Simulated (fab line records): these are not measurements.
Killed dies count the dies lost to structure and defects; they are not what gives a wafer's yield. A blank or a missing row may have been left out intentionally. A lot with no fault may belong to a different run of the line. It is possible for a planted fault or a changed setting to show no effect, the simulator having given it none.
Which tool is to blame?    flow gf180mcu    Sampling: 13 lots, 39 wafers, 5 of 602 route steps

WHAT THE GAUGES READ, wafer by wafer
GF_VT_IMPLANT_TW_MEAS_21.
lot   measured      on             VT_IMPLANT_2_TW
L634  day 6 05:05   film metro-03  1225 1219 1222
L636  day 6 19:08   film metro-03  1217 1221 1219
L637  day 7 02:08   film metro-04  1203 1201 1194
L638  day 7 06:29   film metro-04  1197 1203 1207
L639  day 7 14:50   film metro-03  1215 1217 1222
L640  day 8 01:14   film metro-01  1212 1208 1207
L641  day 8 03:35   film metro-01  1209 1212 1211
L645  day 9 04:47   film metro-01  1217 1215 1211
L646  day 9 10:42   film metro-01  1216 1209 1211
L649  day 10 05:14  film metro-01  1207 1212 1204
L650  day 10 11:17  film metro-04  1199 1211 1206
L655  day 12 00:56  film metro-01  1203 1212 1219
L656  day 12 02:20  film metro-01  1206 1207 1205

GF_HV_LDD_CD_MEAS_46: target cd 400 nm.
lot   measured      on         cd nm (nm)
L634  day 12 08:50  cd sem-02  401.1 401.7 399.6
L636  day 13 01:08  cd sem-02  401.3 402.1 403.2
L637  day 13 09:25  cd sem-02  403.9 405.6 405.2
L638  day 13 19:29  cd sem-02  400.9 403.0 402.9
L639  day 14 01:34  cd sem-01  400.4 400.0 401.2
L640  day 14 18:12  cd sem-01  398.7 398.1 400.0
L641  day 14 17:54  cd sem-01  397.5 397.2 397.2
L645  day 16 02:19  cd sem-02  396.0 395.9 395.0
L646  day 16 09:53  cd sem-01  403.9 403.6 402.7
L649  day 17 08:50  cd sem-02  416.5 415.5 417.5
L650  day 17 17:44  cd sem-01  417.3 418.0 416.8
L655  day 19 15:00  cd sem-01  401.6 399.7 398.4
L656  day 19 21:25  cd sem-02  399.7 400.6 400.5

GF_NSD_TW_MEAS_12.
lot   measured      on             NSD_TW
L634  day 13 07:47  film metro-04  4189 4168 4210
L636  day 14 00:53  film metro-04  4226 4225 4201
L637  day 14 09:45  film metro-04  4205 4217 4216
L638  day 14 20:29  film metro-04  4217 4219 4206
L639  day 15 01:48  film metro-04  4203 4191 4199
L640  day 15 20:44  film metro-04  4223 4201 4230
L641  day 15 19:33  film metro-01  4201 4214 4211
L645  day 17 05:03  film metro-01  4210 4236 4232
L646  day 17 12:07  film metro-04  4180 4170 4177
L649  day 18 12:50  film metro-04  4156 4176 4190
L650  day 18 21:35  film metro-01  4220 4188 4216
L655  day 20 17:59  film metro-03  4250 4244 4218
L656  day 21 00:42  film metro-04  4191 4204 4187

WHAT TOOL EACH LOT RAN ON (gives the tool, then ch and the chambers of the sampled wafers, and finally the start)
lot   GF_DUAL_GATE_STRIP_13                 GF_HV_LDD_EXPOSE_43
L634  plasma asher-01 ch 0, day 8 06:28     iline stepper-01 ch 0, day 11 23:16
L636  plasma asher-01 ch 0,1, day 8 23:25   iline stepper-02 ch 0, day 12 15:19
L637  plasma asher-02 ch 0,1, day 9 07:01   iline stepper-02 ch 0, day 12 23:58
L638  plasma asher-02 ch 0,1, day 9 10:13   iline stepper-02 ch 0, day 13 09:05
L639  plasma asher-02 ch 0,1, day 9 19:04   iline stepper-01 ch 0, day 13 15:15
L640  plasma asher-01 ch 1, day 10 07:11    iline stepper-02 ch 0, day 14 07:22
L641  plasma asher-03 ch 0,1, day 10 09:28  iline stepper-01 ch 0, day 14 07:03
L645  plasma asher-01 ch 0,1, day 11 13:12  iline stepper-02 ch 0, day 15 15:04
L646  plasma asher-02 ch 0,1, day 11 18:33  iline stepper-02 ch 0, day 15 23:17
L649  plasma asher-02 ch 0,1, day 12 15:31  iline stepper-01 ch 0, day 16 21:56
L650  plasma asher-03 ch 0,1, day 12 22:08  iline stepper-01 ch 0, day 17 06:17
L655  plasma asher-01 ch 0,1, day 14 14:43  iline stepper-02 ch 0, day 19 03:01
L656  plasma asher-02 ch 0,1, day 14 18:19  iline stepper-02 ch 0, day 19 09:07
- GF_DUAL_GATE_STRIP_13: strips in O2/N2.
- GF_HV_LDD_EXPOSE_43: exposes mask Pplus HV AREA, target cd 400 nm.

WHAT THE TOOLS THEMSELVES READ (means of the sampled wafers that have a number; where no wafer has one, the mark that the record gives instead)
GF_DUAL_GATE_STRIP_13.
lot   tool             drypump motor current A (A)  heater power w (W)  oes product au (a.u.)  strip time to endpoint s (s)
L634  plasma asher-01  6.56                         354                 0.718                  12.70
L636  plasma asher-01  6.53                         367                 0.716                  12.67
L637  plasma asher-02  6.43                         360                 0.717                  12.66
L638  plasma asher-02  6.27                         338                 0.718                  12.69
L639  plasma asher-02  6.25                         336                 0.716                  12.69
L640  plasma asher-01  6.51                         372                 0.717                  12.67
L641  plasma asher-03  6.14                         317                 0.718                  12.66
L645  plasma asher-01  6.55                         364                 0.716                  12.70
L646  plasma asher-02  6.27                         335                 0.717                  12.64
L649  plasma asher-02  6.44                         362                 0.713                  12.73
L650  plasma asher-03  6.13                         318                 0.713                  12.63
L655  plasma asher-01  6.54                         357                 0.712                  12.70
L656  plasma asher-02  6.26                         339                 0.717                  12.67

GF_HV_LDD_EXPOSE_43.
lot   tool              exposure dose mJ cm2  focus offset nm (nm)
L634  iline stepper-01  140.09                0.1
L636  iline stepper-02  140.03                -0.1
L637  iline stepper-02  139.94                1.0
L638  iline stepper-02  140.10                0.0
L639  iline stepper-01  140.00                0.5
L640  iline stepper-02  140.03                1.0
L641  iline stepper-01  139.80                0.3
L645  iline stepper-02  140.00                0.0
L646  iline stepper-02  139.97                0.3
L649  iline stepper-01  149.17                -0.3
L650  iline stepper-01  149.32                -0.1
L655  iline stepper-02  140.14                0.1
L656  iline stepper-02  139.87                -0.3

THE ANSWER, worked out from the rows above alone
Rule: the usual values come from the lots themselves. Put in order of their means at a reading, lots are off if they are a third of the lots or fewer, leave a main group of 4 or more, and stand apart from it by a gap of 3 or more times the standard deviation of the main group's means; of several such gaps the widest counts. If all means in a main group match to the digits the tables above print for the reading, that group is not used. Also off: a lot with no number at a reading for which 4 or more lots have one. All remaining lots with rows at the step are treated as sound. Order of review: gauges by route order, followed by the tools' own readings, for which a lot's mean as printed above is used. The first step at which some lot is off is used, and at that step the reading that is off furthest; a lot without a number counts as furthest.
Off: L649, L650 (GF_HV_LDD_CD_MEAS_46, cd nm). Main group: mean 400.6 nm, sd 2.5.
If a tool, at a process step before that reading, ran all the lots that are off and no sound lot after the first of them, it fits. The gauges at GF_HV_LDD_CD_MEAS_46 aren't tried: what is off there is off at GF_DUAL_GATE_STRIP_13 too, on other tools, and a gauge's error can't cause that. One fits: GF_HV_LDD_EXPOSE_43 on iline stepper-01. A fault onset in the window from L641 (day 14 07:03, its last sound lot) to L649 (day 16 21:56, its first lot off) fits.
The tool's own readings at GF_HV_LDD_EXPOSE_43 bear it out: on the lots that are off they differ by more than 5 times the standard deviation of the sound lots' means. exposure dose mJ cm2 reads 149.25 there against 140.00 on the sound lots.

WHAT WAS PUT IN BY THE SIMULATOR
Process parameters drifting: iline stepper-01 at GF_HV_LDD_EXPOSE_43, beginning at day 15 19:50. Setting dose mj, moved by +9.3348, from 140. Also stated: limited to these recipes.
Lots struck among those shown: L649, L650. The same result came from the rule above.
